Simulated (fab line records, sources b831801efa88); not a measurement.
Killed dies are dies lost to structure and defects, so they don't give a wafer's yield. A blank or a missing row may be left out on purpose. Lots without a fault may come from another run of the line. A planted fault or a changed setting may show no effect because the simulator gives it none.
Split-lot experiment | flow gf180mcu | 5 lots, 23 wafers read, on a route of 602 steps

THE SPLIT
At GF_M2_SPUTTER_01 (material TiN, target thk 30 nm, time 25 s), the setting power_w was moved away from the recipe's 6500 W on 7 of the 23 wafers read, by -11.0% to +11.1%. The other wafers ran this setting at the recipe's value.

The reading is taken at the split's own step.

THE READING
TiN_of_M2_SPUTTER_01.thk_nm (the simulator's own value, which no gauge read), in nm, at GF_M2_SPUTTER_01 (material TiN, target thk 30 nm, time 25 s). The file gives no usual value for it. The 16 wafers here that ran the recipe average 30.24 nm, standard deviation 0.25 nm.

wafer  | tool, chamber at the split | power_w as run, W | against the recipe | TiN_of_M2_SPUTTER_01.thk_nm, nm | against lot-mates on the recipe
L076.1 | pvd_sputter-04, -          | 7219              | +11.1%             | 33.37                           | +2.97
L076.2 | pvd_sputter-04, -          | 6500              | recipe             | 30.43                           | -
L076.3 | pvd_sputter-04, -          | 6500              | recipe             | 30.43                           | -
L076.4 | pvd_sputter-04, -          | 6500              | recipe             | 30.35                           | -
L076.5 | pvd_sputter-04, -          | 7219              | +11.1%             | 33.64                           | +3.24
L078.2 | pvd_sputter-04, -          | 6500              | recipe             | 30.01                           | -
L078.3 | pvd_sputter-04, -          | 6500              | recipe             | 29.86                           | -
L078.4 | pvd_sputter-04, -          | 6500              | recipe             | 30.13                           | -
L078.5 | pvd_sputter-04, -          | 6500              | recipe             | 30.09                           | -
L078.6 | pvd_sputter-04, -          | 6500              | recipe             | 30                              | -
L079.1 | pvd_sputter-04, -          | 6500              | recipe             | 30.69                           | -
L079.4 | pvd_sputter-04, -          | 6500              | recipe             | 30.42                           | -
L079.5 | pvd_sputter-04, -          | 6500              | recipe             | 30.45                           | -
L082.1 | pvd_sputter-03, -          | 6500              | recipe             | 30.67                           | -
L082.2 | pvd_sputter-03, -          | 5785              | -11.0%             | 26.68                           | -3.63
L082.3 | pvd_sputter-03, -          | 5785              | -11.0%             | 26.79                           | -3.52
L082.5 | pvd_sputter-03, -          | 6500              | recipe             | 30.3                            | -
L082.6 | pvd_sputter-03, -          | 6500              | recipe             | 29.97                           | -
L084.1 | pvd_sputter-01, -          | 6243              | -4.0%              | 28.83                           | -1.21
L084.2 | pvd_sputter-01, -          | 6243              | -4.0%              | 28.93                           | -1.11
L084.4 | pvd_sputter-01, -          | 6500              | recipe             | 30.19                           | -
L084.5 | pvd_sputter-01, -          | 6500              | recipe             | 29.89                           | -
L084.6 | pvd_sputter-01, -          | 6243              | -4.0%              | 28.82                           | -1.22

THE FIT
A straight line over all 23 wafers: TiN_of_M2_SPUTTER_01.thk_nm changes by +0.31 nm for each +1% of power_w; r = +0.99; the points scatter about the line by 0.24 nm.
The same after taking each lot's own level away (the mean of its wafers on the recipe; 23 wafers): +0.301 nm for each +1%; r = +0.99; scatter 0.17 nm.
On that fit, the largest move of power_w shifts the reading by 3.3 nm.
The lots' own levels span 30.018 to 30.520 nm, that is 2.0 times the standard deviation above.
So the lot-to-lot level changes the slope little: the two slopes agree.
Check: with one of the wafers moved furthest among these (+11.1%) left out of the fit, the line predicts +3.43 nm for it against its lot-mates. It came out at +2.97 nm against them.

OTHER SPLITS ON THESE WAFERS
These wafers also went through other splits before the reading. Each is held against what the fit with the lots' levels taken away leaves over:
other split on the same wafers | wafers away from the commonest value | r with TiN_of_M2_SPUTTER_01.thk_nm (lot level and that fit taken away)
GF_V1_CVD_02 time_s            | 8                                    | -0.12

THE FILE'S OWN FIT
TiN_of_M2_SPUTTER_01.thk_nm changes by +0.302 nm for each +1% of power_w, r = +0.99.
